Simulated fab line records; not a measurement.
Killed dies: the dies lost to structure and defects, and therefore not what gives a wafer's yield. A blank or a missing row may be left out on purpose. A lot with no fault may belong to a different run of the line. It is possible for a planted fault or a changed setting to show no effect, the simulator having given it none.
Which tool was responsible? + flow sky130 + 36 wafers from 12 lots sampled at 5 of the route's 708 steps

## WHAT THE GAUGES SHOWED, per wafer
SKY_RES_PROTECT_TW_MEAS_08.
| lot  | measured     | on            | POLY_GATE_TW   |
|------|--------------|---------------|----------------|
| L426 | day 15 20:33 | film-metro-01 | 4065 4080 4069 |
| L427 | day 16 10:23 | film-metro-02 | 4038 4042 4048 |
| L435 | day 19 01:36 | film-metro-01 | 4090 4101 4112 |
| L437 | day 19 19:50 | film-metro-04 | 4064 4046 4062 |
| L439 | day 20 08:16 | film-metro-04 | 4067 4055 4059 |
| L440 | day 20 13:45 | film-metro-04 | 4045 4085 4064 |
| L441 | day 21 00:07 | film-metro-01 | 4082 4083 4080 |
| L444 | day 22 02:31 | film-metro-01 | 4108 4118 4091 |
| L445 | day 22 09:56 | film-metro-01 | 4107 4082 4111 |
| L446 | day 22 19:30 | film-metro-04 | 4074 4075 4059 |
| L447 | day 23 01:42 | film-metro-02 | 4023 4009 4041 |
| L448 | day 23 10:01 | film-metro-01 | 4077 4098 4095 |

SKY_LDD_P_CD_MEAS_07: target cd 380 nm.
| lot  | measured     | on        | cd-nm (nm)        |
|------|--------------|-----------|-------------------|
| L426 | day 19 17:20 | cd-sem-02 | 374.9 377.8 378.2 |
| L427 | day 20 11:53 | cd-sem-01 | 384.1 385.2 386.6 |
| L435 | day 23 05:28 | cd-sem-01 | 378.7 380.4 380.0 |
| L437 | day 23 18:47 | cd-sem-02 | 383.3 386.4 382.4 |
| L439 | day 24 07:53 | cd-sem-01 | 379.0 378.2 376.4 |
| L440 | day 24 13:23 | cd-sem-01 | 378.7 382.4 381.3 |
| L441 | day 24 22:37 | cd-sem-02 | 378.6 380.2 380.9 |
| L444 | day 26 03:12 | cd-sem-02 | 374.2 374.8 377.2 |
| L445 | day 26 08:38 | cd-sem-01 | 381.2 381.3 380.8 |
| L446 | day 26 17:50 | cd-sem-01 | 381.9 382.4 382.6 |
| L447 | day 26 21:47 | cd-sem-01 | 379.6 379.7 379.6 |
| L448 | day 27 07:22 | cd-sem-01 | 380.1 381.8 383.2 |

SKY_LDD_HVN_TW_MEAS_10.
| lot  | measured     | on            | LDD_HVN_TW     |
|------|--------------|---------------|----------------|
| L426 | day 21 00:35 | film-metro-03 | 1429 1425 1433 |
| L427 | day 21 19:23 | film-metro-02 | 1437 1448 1454 |
| L435 | day 24 12:11 | film-metro-02 | 1436 1443 1443 |
| L437 | day 25 00:10 | film-metro-03 | 2576 2582 2573 |
| L439 | day 25 13:06 | film-metro-04 | 2612 2609 2599 |
| L440 | day 25 19:02 | film-metro-02 | 1430 1445 1441 |
| L441 | day 26 04:41 | film-metro-04 | 1452 1462 1445 |
| L444 | day 27 08:34 | film-metro-02 | 1448 1443 1441 |
| L445 | day 27 13:47 | film-metro-02 | 1447 1455 1445 |
| L446 | day 27 23:05 | film-metro-02 | 1448 1445 1447 |
| L447 | day 28 03:05 | film-metro-04 | 1452 1457 1451 |
| L448 | day 28 12:17 | film-metro-03 | 1440 1435 1437 |

## WHICH TOOL RAN EACH LOT (tool, then ch and the chambers of the sampled wafers, then the start)
| lot  | SKY_POLY_GATE_ETCH_15              | SKY_LDD_HVN_IMPLANT_08          |
|------|------------------------------------|---------------------------------|
| L426 | rie-diel-02 ch 0,2,3, day 17 02:39 | implanter-02 ch 0, day 21 00:20 |
| L427 | rie-diel-02 ch 0,1, day 17 16:57   | implanter-02 ch 0, day 21 19:08 |
| L435 | rie-diel-02 ch 0,2,3, day 20 11:52 | implanter-01 ch 0, day 24 11:56 |
| L437 | rie-diel-01 ch 1,2, day 21 04:07   | implanter-01 ch 0, day 24 23:56 |
| L439 | rie-diel-03 ch 2,3, day 21 16:39   | implanter-01 ch 0, day 25 12:53 |
| L440 | rie-diel-02 ch 0,3, day 21 22:03   | implanter-04 ch 0, day 25 18:47 |
| L441 | rie-diel-01 ch 0,1,2, day 22 07:58 | implanter-04 ch 0, day 26 04:27 |
| L444 | rie-diel-01 ch 1,2,3, day 23 13:00 | implanter-02 ch 0, day 27 08:22 |
| L445 | rie-diel-02 ch 0,1,2, day 23 18:27 | implanter-02 ch 0, day 27 13:32 |
| L446 | rie-diel-01 ch 1,2,3, day 24 03:33 | implanter-02 ch 0, day 27 22:52 |
| L447 | rie-diel-02 ch 0,1,2, day 24 09:06 | implanter-02 ch 0, day 28 02:50 |
| L448 | rie-diel-02 ch 0,2, day 24 18:30   | implanter-01 ch 0, day 28 12:02 |
- SKY_POLY_GATE_ETCH_15: etches BARC in N2/H2, stops on SiO2, time 118.5 s, target depth 110 nm.
- SKY_LDD_HVN_IMPLANT_08

## WHAT THE TOOLS THEMSELVES READ (means of the sampled wafers that have a number; where no wafer has one, the mark that the record gives instead)
SKY_POLY_GATE_ETCH_15.
| lot  | tool        | bias-w (W) | drypump-motor-current-A (A) | oes-product-au (a.u.) | throttle-valve-pct (%) |
|------|-------------|------------|-----------------------------|-----------------------|------------------------|
| L426 | rie-diel-02 | 100.14     | 5.5                         | 0.715                 | 13.221                 |
| L427 | rie-diel-02 | 100.28     | 5.5                         | 0.718                 | 13.214                 |
| L435 | rie-diel-02 | 100.32     | 5.5                         | 0.715                 | 13.208                 |
| L437 | rie-diel-01 | 99.81      | 5.9                         | 0.717                 | 13.220                 |
| L439 | rie-diel-03 | 99.88      | 5.9                         | 0.716                 | 13.210                 |
| L440 | rie-diel-02 | 99.99      | 5.7                         | 0.711                 | 13.207                 |
| L441 | rie-diel-01 | 100.06     | 5.7                         | 0.713                 | 13.214                 |
| L444 | rie-diel-01 | 99.85      | 5.6                         | 0.719                 | 13.209                 |
| L445 | rie-diel-02 | 100.36     | 5.4                         | 0.718                 | 13.212                 |
| L446 | rie-diel-01 | 100.07     | 5.6                         | 0.713                 | 13.214                 |
| L447 | rie-diel-02 | 100.00     | 5.3                         | 0.719                 | 13.210                 |
| L448 | rie-diel-02 | 100.11     | 5.2                         | 0.712                 | 13.212                 |

SKY_LDD_HVN_IMPLANT_08.
| lot  | tool         | beam-on-s (s) | dose-ions-cm2 | end-station-pressure-torr (Torr) | faraday-current-uA | tilt-deg (degrees) |
|------|--------------|---------------|---------------|----------------------------------|--------------------|--------------------|
| L426 | implanter-02 | 10.01         | 3e+13         | 5.1e-06                          | 169                | 40.005             |
| L427 | implanter-02 | 10.00         | 3e+13         | 5.0e-06                          | 169                | 40.011             |
| L435 | implanter-01 | 9.93          | 3e+13         | 5.0e-06                          | 170                | 40.028             |
| L437 | implanter-01 | 9.88          | 2e+14         | 5.8e-06                          | 1150               | 40.002             |
| L439 | implanter-01 | 9.90          | 2e+14         | 5.9e-06                          | 1145               | 40.023             |
| L440 | implanter-04 | 9.66          | 3e+13         | 4.9e-06                          | 175                | 39.964             |
| L441 | implanter-04 | 10.14         | 3e+13         | 5.2e-06                          | 166                | 40.033             |
| L444 | implanter-02 | 10.07         | 3e+13         | 4.9e-06                          | 168                | 39.991             |
| L445 | implanter-02 | 10.25         | 3e+13         | 5.3e-06                          | 165                | 40.054             |
| L446 | implanter-02 | 9.92          | 3e+13         | 5.5e-06                          | 170                | 40.008             |
| L447 | implanter-02 | 10.00         | 3e+13         | 5.0e-06                          | 169                | 39.996             |
| L448 | implanter-01 | 9.86          | 3e+13         | 4.7e-06                          | 171                | 39.989             |

## THE ANSWER, worked out from the rows above alone
Rule: usual is defined by the lots themselves. Put in order of their means at a reading, lots are off if they are a third of the lots or fewer, leave a main group of 4 or more, and stand apart from it by a gap of 3 or more times the standard deviation of the main group's means; of several such gaps the widest counts. Not used: any main group whose means are identical at the precision the tables above print for the reading. Also off: a lot with no number at a reading for which 4 or more lots have one. Any other lot the step has rows for is counted as sound. The gauges are gone through in route order, then the tools' own readings, and for those a lot's mean is taken as printed above. At the first step where some lot is off, the reading lying furthest off is the one used; lots without a number count as furthest.
Off: L437, L439, seen at SKY_LDD_HVN_TW_MEAS_10 (LDD_HVN_TW). For the main group the mean is 1444 and the standard deviation 7.2.
A tool fits if, at a process step before that reading, it ran every lot that is off, and no sound lot after the first of them. Not tried: the gauges at SKY_LDD_HVN_TW_MEAS_10; whatever is off there is also off at SKY_LDD_HVN_IMPLANT_08, on other tools, and gauge error can't account for it. None of those tried fits.

## WHAT THE SIMULATOR HAD INSERTED
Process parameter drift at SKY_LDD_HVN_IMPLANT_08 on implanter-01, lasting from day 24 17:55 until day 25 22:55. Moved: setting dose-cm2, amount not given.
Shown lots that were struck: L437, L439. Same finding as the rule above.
